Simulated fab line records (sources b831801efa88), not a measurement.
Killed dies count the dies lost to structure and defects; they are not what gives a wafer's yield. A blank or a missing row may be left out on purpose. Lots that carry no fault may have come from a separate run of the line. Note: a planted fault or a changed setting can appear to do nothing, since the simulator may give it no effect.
fab line records	flow sky130
record: lots: 14	wafers: 42	lastDay: 50
route steps=708 shown VIA1@460 PAD_OPEN@708
lots untouched by any fault: they come from a run of this same line in which no faults occurred
startH: the number of hours between the record's first day and the start of the first shown wafer of the lot	waitH: how many hours have passed since the lot's step before this one	" as in the row above	L1.1+2: a single row standing in for several wafers	- no value, or no start given	* or withheld: withheld	< > ~ a bound
route shown NAME@n: NAME is a module with steps in the file, n the number in the route of the first one	usual: average and standard deviation across the fault-free wafers	same: alike in all rows	chamber/n: place in a boat	sites: the reading at each site	_std_site: standard deviation of those values	_edge_site: outer sites' mean less inner sites'	radiusMm: for every site, how far away it sits from the centre of the wafer	mask NAME#n: copy n	behind: the last tool/chamber to shape the wafer	hold: why the lot went on hold/how many hours it stayed there/how the hold came to an end	device: which transistor (n, p or np) failed to switch	end of line: the tests these same wafers got at the end of their route	step lacking rows: just its recipe	killed: count of dies lost to structure and defects at first sort (not the wafer's yield)	map: a wafer's dies, marking killed ones x, the rest . and places with no die _
set.NAME: the setting that was run; set.NAME@STEP: the one run at that earlier step	model.NAME: the simulator's own value behind a step, which no gauge read
a sample of lots followed through the steps of the route, with each step as a table and each wafer as a row
services: the hour from which a tool's chamber was out of use, counted from the record's first day as startH (under 0 if before that day), plus the number of hours and why
== steps ==
step: SKY_VIA1_CMP_02
recipe: material: SiO2	downForcePsi: 4	platenRpm: 60	padVelocityMS: 0.94248
usual: headPressurePsi: 4.001/0.0099	motorCurrentA: 12.2/1.2
lot.wafer	tool	chamber	startH	waitH	headPressurePsi	motorCurrentA
L102.4	cmp-02	1	748.70	0.5	4.000	14.1
L102.6	"	2	"	"	4.008	13.1
L102.5	"	3	"	"	3.988	10.9
L103.4	cmp-01	0	757.66	0.1	4.003	13.3
L103.3	"	1	"	"	3.997	12.2
L103.5	"	3	"	"	4.006	12.5
L105.4	cmp-01	3	777.08	0.0	4.003	13.0
L105.3	"	2	"	"	3.979	11.3
L105.6	"	0	"	"	4.023	13.8
L106.2	cmp-02	2	786.30	0.0	3.998	12.8
L106.4	"	0	"	"	3.998	10.8
L106.6	"	2	"	"	3.992	13.0
L107.1	cmp-01	0	791.93	0.1	4.017	14.0
L107.5	"	0	"	"	4.018	13.3
L107.6	"	1	"	"	3.996	11.5
L111.2	cmp-02	1	855.76	0.0	4.009	12.6
L111.4	"	2	"	"	4.008	12.9
L111.6	"	2	"	"	4.009	14.6
L112.4	cmp-01	2	857.91	0.1	3.998	11.1
L112.3	"	0	"	"	3.980	14.3
L112.5	"	2	"	"	3.997	11.9
L113.1	cmp-01	1	861.15	0.1	4.000	11.5
L113.4	"	2	"	"	4.002	11.5
L113.5	"	3	"	"	3.987	12.9
L114.4	cmp-01	1	862.95	0.1	3.982	12.0
L114.1	"	2	"	"	4.005	11.5
L114.5	"	3	"	"	4.013	12.3
L115.4	cmp-02	1	867.43	0.1	3.983	13.6
L115.5	"	3	"	"	4.001	10.3
L115.6	"	0	"	"	3.990	11.1
L121.3	cmp-01	3	907.12	0.0	4.004	12.8
L121.4	"	1	"	"	3.996	12.1
L121.6	"	0	"	"	3.991	13.3
L123.1	cmp-01	1	925.35	0.1	4.006	12.4
L123.2	"	2	"	"	3.999	11.4
L123.4	"	0	"	"	3.998	12.9
L124.2	cmp-02	1	926.43	0.1	3.999	12.4
L124.4	"	2	"	"	4.011	13.3
L124.6	"	0	"	"	3.990	10.8
L125.4	cmp-02	2	928.48	0.0	3.994	13.6
L125.1	"	0	"	"	3.996	11.5
L125.6	"	2	"	"	4.001	13.0
step: SKY_PAD_OPEN_PROBE_99
usual: defectLimitedYield: 82.3/1.8	killed_at_M0_to_M3: 44/7.2	killed_at_M4_up: 3.1/1.8	killedAtContacts: 24/4.5	killedAtFrontEnd: 16/4.4	killedAtOther: 0.2/0.42	killedDies: 87/8.9	killedOnRim: 17/4.1	killedOpen: 48/6.4	killedShort: 39/6.2	sort_bin_3_pad_short: 0.9/0.46	sort_bin_5_function: 10.5/1.6	sort_bin_6_memory: 6.3/1.1	sortNPass: 405/8.9	sortYieldPct: 82.3/1.8
same: grossDies: 492	killedAtBackSide: 0	sort_bin_4_leakage[%]: 0	sort_bin_8_speed[%]: 0
lot.wafer	tool	chamber	startH	waitH	defectLimitedYield[%]	killed_at_M0_to_M3	killed_at_M4_up	killedAtContacts	killedAtFrontEnd	killedAtOther	killedDies	killedOnRim	killedOpen	killedShort	sort_bin_3_pad_short[%]	sort_bin_5_function[%]	sort_bin_6_memory[%]	sortNPass	sortYieldPct[%]
L111.2	prober-02	-	1137.79	0.1	51.0	207	2	17	15	0	241	46	35	32	4.1	32.5	12.4	251	51.0
L111.4	prober-02	-	1137.89	0.2	82.1	51	2	27	8	0	88	14	40	48	0.6	11.6	5.7	404	82.1
L111.6	prober-02	-	1137.99	0.2	84.3	36	3	32	6	0	77	14	39	38	1.4	8.3	5.9	415	84.3
L112.3	prober-01	-	1138.37	0.2	83.1	38	1	27	17	0	83	12	48	35	0.8	10.4	5.7	409	83.1
L112.4	prober-01	-	1138.42	0.2	81.5	53	4	24	10	0	91	15	47	44	1.0	9.3	8.1	401	81.5
L112.5	prober-01	-	1138.47	0.2	82.9	32	6	30	16	0	84	16	47	37	1.0	9.8	6.3	408	82.9
L113.1	prober-02	-	1139.31	0.1	83.1	46	4	22	11	0	83	17	48	35	2.0	9.6	5.3	409	83.1
L113.4	prober-02	-	1139.46	0.2	82.5	42	1	21	21	1	86	15	51	35	0.6	9.6	7.3	406	82.5
L113.5	prober-02	-	1139.51	0.2	80.7	52	4	21	18	0	95	18	49	46	1.6	9.1	8.5	397	80.7
L114.1	prober-01	-	1139.77	0.1	82.9	39	2	27	16	0	84	25	43	41	0.4	11.0	5.7	408	82.9
L114.4	prober-01	-	1139.92	0.2	86.4	25	4	23	15	0	67	7	34	33	0.4	7.9	5.3	425	86.4
L114.5	prober-01	-	1139.97	0.2	81.5	42	6	24	19	0	91	11	42	49	1.0	10.6	6.9	401	81.5
L115.4	prober-02	-	1144.23	0.2	50.8	209	1	20	12	0	242	50	39	41	3.5	27.6	18.1	250	50.8
L115.5	prober-02	-	1144.28	0.2	79.7	46	5	24	25	0	100	23	63	37	0.2	10.8	9.3	392	79.7
L115.6	prober-02	-	1144.33	0.2	83.5	41	6	21	13	0	81	16	48	33	1.0	10.6	4.9	411	83.5
L123.1	prober-02	-	1186.54	0.1	83.1	33	6	28	16	0	83	12	47	36	0.6	9.6	6.7	409	83.1
L123.2	prober-02	-	1186.59	0.1	82.1	43	3	24	18	0	88	23	49	39	1.2	10.0	6.7	404	82.1
L123.4	prober-02	-	1186.69	0.2	82.3	46	2	20	18	1	87	17	51	36	0.8	10.8	6.1	405	82.3
killed by level:class
L111.2 VIA1:unspecified=174 VIA1:geometricParticle:open=12 CONTACT:geometricParticle:open=7 POLY_GATE:geometricParticle:open=5 LOCAL_INTERCONNECT:geometricParticle:short=5 POLY_GATE:geometricParticle:short=4 VIA3:geometricParticle:short=4 VIA2:geometricParticle:open=3
L111.4 METAL2:geometricParticle:short=10 CONTACT:geometricParticle:open=9 VIA2:geometricParticle:open=8 METAL1:geometricParticle:short=8 LI_CONTACT:geometricParticle:open=6 CONTACT:geometricParticle:short=6 VIA3:geometricParticle:open=6 VIA1:geometricParticle:open=5
L111.6 CONTACT:geometricParticle:open=11 LI_CONTACT:geometricParticle:open=7 VIA1:geometricParticle:open=7 CONTACT:geometricParticle:short=6 METAL1:geometricParticle:short=6 LOCAL_INTERCONNECT:geometricParticle:short=4 VIA1:geometricParticle:short=4 POLY_GATE:geometricParticle:open=3
L112.3 CONTACT:geometricParticle:open=14 VIA1:geometricParticle:open=9 POLY_GATE:geometricParticle:short=6 VIA2:geometricParticle:open=6 LI_CONTACT:geometricParticle:open=5 METAL2:geometricParticle:short=5 VIA3:geometricParticle:open=5 FIELD_ISO:geometricParticle:open=4
L112.4 VIA3:geometricParticle:open=13 CONTACT:geometricParticle:open=10 VIA1:geometricParticle:open=8 VIA2:geometricParticle:short=8 VIA1:geometricParticle:short=7 METAL2:geometricParticle:short=5 POLY_GATE:geometricParticle:short=4 LOCAL_INTERCONNECT:geometricParticle:short=4
L112.5 VIA1:geometricParticle:open=15 CONTACT:geometricParticle:open=10 LOCAL_INTERCONNECT:geometricParticle:short=6 CONTACT:geometricParticle:short=6 LI_CONTACT:geometricParticle:open=5 POLY_GATE:geometricParticle:open=4 POLY_GATE:geometricParticle:short=4 FIELD_ISO:geometricParticle:short=3
L113.1 VIA1:geometricParticle:open=13 CONTACT:geometricParticle:open=10 CONTACT:geometricParticle:short=6 METAL2:geometricParticle:short=6 VIA3:geometricParticle:open=5 LI_CONTACT:geometricParticle:short=4 VIA1:geometricParticle:short=4 METAL1:geometricParticle:short=4
L113.4 VIA1:geometricParticle:open=12 FIELD_ISO:geometricParticle:open=8 CONTACT:geometricParticle:open=7 VIA3:geometricParticle:open=6 METAL1:geometricParticle:short=5 FIELD_ISO:geometricParticle:short=4 LI_CONTACT:geometricParticle:open=4 CONTACT:geometricParticle:short=4
L113.5 VIA1:geometricParticle:open=11 METAL2:geometricParticle:short=8 VIA3:geometricParticle:open=8 CONTACT:geometricParticle:open=7 LI_CONTACT:geometricParticle:open=5 VIA1:geometricParticle:short=5 VIA2:geometricParticle:open=5 FIELD_ISO:geometricParticle:short=4
L114.1 VIA1:geometricParticle:open=12 POLY_GATE:geometricParticle:open=7 LI_CONTACT:geometricParticle:short=6 CONTACT:geometricParticle:open=6 METAL2:geometricParticle:short=6 LI_CONTACT:geometricParticle:open=5 CONTACT:geometricParticle:short=5 VIA3:geometricParticle:open=5
L114.4 LI_CONTACT:geometricParticle:open=7 VIA1:geometricParticle:open=7 FIELD_ISO:geometricParticle:short=6 CONTACT:geometricParticle:open=5 LI_CONTACT:geometricParticle:short=5 METAL2:geometricParticle:short=4 METAL4:geometricParticle:short=3 CONTACT:geometricParticle:short=3
L114.5 CONTACT:geometricParticle:open=11 POLY_GATE:geometricParticle:short=7 METAL2:geometricParticle:short=7 VIA1:geometricParticle:open=7 METAL4:geometricParticle:short=6 VIA3:geometricParticle:open=6 VIA1:geometricParticle:short=5 METAL3:geometricParticle:short=5
L115.4 VIA1:unspecified=162 METAL1:geometricParticle:short=9 VIA1:geometricParticle:open=9 CONTACT:geometricParticle:open=9 VIA2:geometricParticle:open=9 METAL2:geometricParticle:short=6 CONTACT:geometricParticle:short=4 VIA3:geometricParticle:open=4
L115.5 VIA1:geometricParticle:open=16 CONTACT:geometricParticle:open=9 LI_CONTACT:geometricParticle:open=8 VIA2:geometricParticle:open=7 FIELD_ISO:geometricParticle:short=5 FIELD_ISO:geometricParticle:open=5 POLY_GATE:geometricParticle:short=5 POLY_GATE:geometricParticle:open=5
L115.6 VIA2:geometricParticle:open=9 LI_CONTACT:geometricParticle:open=8 VIA1:geometricParticle:open=8 LI_CONTACT:geometricParticle:short=7 FIELD_ISO:geometricParticle:short=5 VIA3:geometricParticle:open=5 METAL1:geometricParticle:short=5 CONTACT:geometricParticle:open=4
L123.1 CONTACT:geometricParticle:open=8 FIELD_ISO:geometricParticle:open=7 LI_CONTACT:geometricParticle:open=7 VIA1:geometricParticle:open=5 METAL2:geometricParticle:short=5 FIELD_ISO:geometricParticle:short=4 LI_CONTACT:geometricParticle:short=4 VIA1:geometricParticle:short=4
L123.2 LI_CONTACT:geometricParticle:open=10 VIA1:geometricParticle:open=9 VIA2:geometricParticle:open=8 POLY_GATE:geometricParticle:short=6 POLY_GATE:geometricParticle:open=5 CONTACT:geometricParticle:short=5 METAL3:geometricParticle:short=5 VIA3:geometricParticle:open=5
L123.4 VIA1:geometricParticle:open=13 VIA3:geometricParticle:open=11 CONTACT:geometricParticle:open=7 VIA2:geometricParticle:open=6 FIELD_ISO:geometricParticle:short=5 LOCAL_INTERCONNECT:geometricParticle:short=5 VIA1:geometricParticle:short=4 LI_CONTACT:geometricParticle:open=4
== services ==
tool	chamber	startH	hours	kind
cmp-01	-	730.13	2.4	repair
cmp-02	-	744.25	4.0	pm
cmp-01	-	747.34	2.3	repair
cmp-02	-	748.25	-	consumableReplace:conditioner
cmp-02	-	748.25	-	consumableReplace:pad
cmp-01	-	777.99	6.8	repair
cmp-01	-	796.39	1.4	repair
cmp-01	-	810.30	6.4	pm
cmp-01	-	841.40	1.2	repair
cmp-01	-	877.12	0.8	repair
cmp-01	-	893.01	11.3	pm
cmp-02	-	904.43	4.9	pm
cmp-02	-	910.79	0.9	repair
cmp-01	-	912.28	4.0	pm
cmp-01	-	913.06	0.9	repair
cmp-01	-	916.28	-	consumableReplace:conditioner
cmp-01	-	916.28	-	consumableReplace:pad
== key ==
firstSign: step: SKY_PAD_OPEN_PROBE_99	reading: killed_at_M0_to_M3	direction: up	sigmas: 23	usual: 44	struck: 208
effect: step: SKY_PAD_OPEN_PROBE_99	reading: defectLimitedYield	direction: down	sigmas: 17	usual: 82.3	struck: 50.9
metAt SKY_VIA1_CMP_02
struckLots L111,L115
struckWafers L111.2,L115.4
onsetBetween 748.70 855.76
fault: kind: chamberParticleSource	tool: cmp-02	chamber: 1	onsetH: 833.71	steps: SKY_VIA1_CMP_02	ratePerVisitCm2: 0.84206	endH: 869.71
